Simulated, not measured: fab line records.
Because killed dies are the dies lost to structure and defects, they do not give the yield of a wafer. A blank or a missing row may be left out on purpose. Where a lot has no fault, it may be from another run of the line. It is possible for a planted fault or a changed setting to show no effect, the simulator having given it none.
The tool behind it: which one? + flow sky130 + 14 lots, 42 wafers sampled, at 1 step of a route of 708

WHAT THE GAUGES READ, wafer by wafer
SKY_METAL3_CD_MEAS_13: target cd 300 nm. Usual: cd_nm 300.0 nm, standard deviation 1.4.
| lot  | measured     | on        | cd_nm (nm)        | flag |
|------|--------------|-----------|-------------------|------|
| L854 | day 39 08:09 | cd_sem-02 | 301.5 300.6 300.4 |      |
| L856 | day 39 19:22 | cd_sem-02 | 298.0 298.1 298.0 |      |
| L859 | day 40 15:25 | cd_sem-02 | 301.5 302.4 301.1 |      |
| L860 | day 40 20:49 | cd_sem-01 | 300.3 299.4 299.9 |      |
| L862 | day 41 17:22 | cd_sem-01 | 300.4 299.3 299.0 |      |
| L863 | day 41 23:58 | cd_sem-01 | 302.9 303.6 302.8 |      |
| L864 | day 42 06:40 | cd_sem-01 | 298.0 299.2 299.2 |      |
| L865 | day 42 17:00 | cd_sem-01 | 301.7 301.1 300.4 |      |
| L866 | day 42 17:32 | cd_sem-01 | 301.0 302.4 302.9 |      |
| L867 | day 42 23:40 | cd_sem-02 | 298.3 299.6 299.0 |      |
| L868 | day 43 09:57 | cd_sem-01 | 298.5 298.8 298.2 |      |
| L873 | day 44 08:58 | cd_sem-01 | 300.7 300.4 302.6 |      |
| L874 | day 44 17:31 | cd_sem-02 | 298.5 299.1 299.3 |      |
| L875 | day 45 01:27 | cd_sem-01 | 298.5 299.0 299.0 |      |

TOOL THAT RAN EACH LOT (tool first, then ch and the chambers of the sampled wafers, then the start)
Record: no process step prior to these readings.

WHAT THE TOOLS THEMSELVES READ (means of the sampled wafers that have a number; where no wafer has one, the mark that the record gives instead)
The record holds no such reading with a usual standard deviation.

THE ANSWER, worked out from the rows above alone
Rule: a lot counts as off when the mean over its wafers that have a number is more than 3 standard deviations away from the usual mean. Also off: a lot with no number at a reading for which 4 or more lots have one. Where the step has rows for the other lots, those lots are counted as sound. Order of review: gauges by route order, followed by the tools' own readings, for which a lot's mean as printed above is used. At the first step where some lot is off, the reading lying furthest off is the one used; lots without a number count as furthest.
None of the lots is off at any reading shown; this tells nothing.

WHAT THE SIMULATOR PUT IN
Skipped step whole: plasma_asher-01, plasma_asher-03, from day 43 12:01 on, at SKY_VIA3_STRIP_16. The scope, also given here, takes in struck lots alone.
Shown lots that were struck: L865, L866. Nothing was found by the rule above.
